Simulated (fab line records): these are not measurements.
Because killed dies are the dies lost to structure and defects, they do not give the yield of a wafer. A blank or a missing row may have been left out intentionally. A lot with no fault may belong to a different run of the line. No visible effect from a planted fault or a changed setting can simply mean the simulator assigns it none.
Which tool was responsible? ; flow sky130 ; Sampling: 12 lots, 35 wafers, 6 of 708 route steps

== WHAT THE GAUGES READ, wafer by wafer ==
SKY_CONTACT_CD_MEAS_14: target cd 170 nm. Usual: cd nm reads 170.1 nm (standard deviation 1.3).
lot;measured;on;cd nm (nm);flag
L617;day 32 02:37;cd sem-02;171.3 169.2 170.5;
L618;day 32 04:29;cd sem-02;168.1 168.5 168.2;
L621;day 33 06:58;cd sem-02;169.8 170.1 169.1;
L619;day 33 08:07;cd sem-02;168.9 169.9 168.9;
L620;day 33 09:15;cd sem-01;167.6 168.4 168.4;
L623;day 34 15:31;cd sem-02;169.9 171.4 169.9;
L625;day 35 07:22;cd sem-01;171.4 171.3 168.5;
L627;day 35 13:59;cd sem-01;170.9 172.6 172.1;
L629;day 36 16:01;cd sem-01;170.7 171.9;
L635;day 37 17:19;cd sem-01;169.7 169.1 168.8;
L637;day 38 11:35;cd sem-01;170.7 169.7 168.6;
L639;day 38 17:12;cd sem-02;170.7 171.0 169.8;

SKY_CONTACT_RS_MEAS_25: the measuring method here is four-point-probe. Usual: CONTACT_W_RS typically reads 0.342 ohm/sq, with standard deviation 0.0061.
lot;measured;on;CONTACT_W_RS (ohm/sq);flag
L617;day 32 03:40;film metro-03;0.337 0.341 0.338;
L618;day 32 05:32;film metro-03;0.334 0.349 0.338;
L621;day 33 08:04;film metro-03;0.336 0.343 0.343;
L619;day 33 09:11;film metro-01;0.349 0.338 0.350;
L620;day 33 10:19;film metro-04;0.354 0.351 0.336;
L623;day 34 16:35;film metro-01;0.355 0.351 0.340;
L625;day 35 08:25;film metro-01;0.350 0.341 0.349;
L627;day 35 15:02;film metro-01;0.342 0.343 0.337;
L629;day 36 17:09;film metro-04;0.340 0.338;
L635;day 37 18:29;film metro-03;0.340 0.338 0.336;
L637;day 38 12:40;film metro-03;0.354 0.345 0.343;
L639;day 38 18:16;film metro-01;0.337 0.334 0.339;

SKY_METAL2_CD_MEAS_15: target cd 140 nm. Usual: cd nm reads 139.6 nm (standard deviation 1.6).
lot;measured;on;cd nm (nm);flag
L617;day 35 17:05;cd sem-02;138.0 137.8 137.6;
L618;day 35 19:17;cd sem-01;140.5 140.5 138.9;
L621;day 36 20:41;cd sem-02;136.2 136.5 136.8;
L619;day 36 21:35;cd sem-01;140.9 140.2 140.9;
L620;day 36 22:46;cd sem-02;140.7 138.5 139.8;
L623;day 38 03:37;cd sem-01;140.3 139.4 139.9;
L625;day 38 18:16;cd sem-02;138.3 138.5 138.7;
L627;day 39 00:47;cd sem-02;140.6 140.7 141.1;
L629;day 40 01:08;cd sem-02;138.1 -;
L635;day 41 00:34;cd sem-02;140.6 139.9 140.6;
L637;day 41 17:16;cd sem-02;139.8 140.4 140.2;
L639;day 41 22:23;cd sem-01;139.6 140.1 138.8;

SKY_METAL2_OVL_MEAS_16. Usual: METAL2_OVL typically reads 4 nm, with standard deviation 6.
lot;measured;on;METAL2_OVL (nm);flag
L617;day 35 17:13;overlay-02;12 5 5;
L618;day 35 19:23;overlay-01;5 1 6;
L621;day 36 20:48;overlay-01;-2 -4 -6;
L619;day 36 21:43;overlay-02;3 7 1;
L620;day 36 22:53;overlay-02;0 1 0;
L623;day 38 03:44;overlay-02;2 1 -3;
L625;day 38 18:23;overlay-02;10 7 5;
L627;day 39 00:54;overlay-02;4 6 -4;
L629;day 40 01:15;overlay-02;7 -;
L635;day 41 00:40;overlay-01;-3 -4 -6;
L637;day 41 17:22;overlay-01;0 2 1;
L639;day 41 22:30;overlay-02;9 10 19;

== EACH LOT AND THE TOOL THAT RAN IT (in order: tool; ch and the chambers of the sampled wafers; start) ==
lot;SKY_CONTACT_SPUTTER_23;SKY_METAL2_EXPOSE_12
L617;pvd sputter-03, day 32 03:30;krf scanner-02 ch 0, day 35 03:23
L618;pvd sputter-02, day 32 05:19;krf scanner-01 ch 0, day 35 06:25
L621;pvd sputter-03, day 33 07:53;krf scanner-02 ch 0, day 36 06:50
L619;pvd sputter-02, day 33 09:01;krf scanner-01 ch 0, day 36 08:05
L620;pvd sputter-02, day 33 10:09;krf scanner-01 ch 0, day 36 09:34
L623;pvd sputter-03, day 34 16:25;krf scanner-01 ch 0, day 37 15:19
L625;pvd sputter-04, day 35 08:15;krf scanner-02 ch 0, day 38 05:44
L627;pvd sputter-02, day 35 14:52;krf scanner-02 ch 0, day 38 11:36
L629;pvd sputter-03, day 36 16:58;krf scanner-01 ch 0, day 39 12:32
L635;pvd sputter-03, day 37 18:17;krf scanner-02 ch 0, day 40 12:42
L637;pvd sputter-03, day 38 12:29;krf scanner-02 ch 0, day 41 06:02
L639;pvd sputter-03, day 38 18:05;krf scanner-02 ch 0, day 41 11:25
- SKY_CONTACT_SPUTTER_23: material TiN, target thk 20 nm, time 80 s.
- SKY_METAL2_EXPOSE_12: exposes mask MM2, target cd 140 nm.

== WHAT THE TOOLS THEMSELVES READ (means of the sampled wafers that have a number; where no wafer has one, the mark that the record gives instead) ==
SKY_CONTACT_SPUTTER_23. Usual: throttle valve pct reads 30.1 % (standard deviation 1.2).
lot;tool;throttle valve pct (%);flag
L617;pvd sputter-03;28.8;
L618;pvd sputter-02;29.4;
L621;pvd sputter-03;29.6;
L619;pvd sputter-02;29.8;
L620;pvd sputter-02;30.2;
L623;pvd sputter-03;29.7;
L625;pvd sputter-04;30.1;
L627;pvd sputter-02;30.2;
L629;pvd sputter-03;29.9;
L635;pvd sputter-03;30.4;
L637;pvd sputter-03;30.6;
L639;pvd sputter-03;30.2;

== THE ANSWER, worked out from the rows above alone ==
Rule: a lot counts as off when the mean over its wafers that have a number is more than 3 standard deviations away from the usual mean. Also off: a lot with no number at a reading for which 4 or more lots have one. Where the step has rows for the other lots, those lots are counted as sound. First the gauges in route order, then the tools' own readings, where a lot's mean is used as printed above. At the first step where some lot is off, the reading lying furthest off is the one used; lots without a number count as furthest.
None of the lots is off at any reading shown; this tells nothing.

== WHAT THE SIMULATOR HAD INSERTED ==
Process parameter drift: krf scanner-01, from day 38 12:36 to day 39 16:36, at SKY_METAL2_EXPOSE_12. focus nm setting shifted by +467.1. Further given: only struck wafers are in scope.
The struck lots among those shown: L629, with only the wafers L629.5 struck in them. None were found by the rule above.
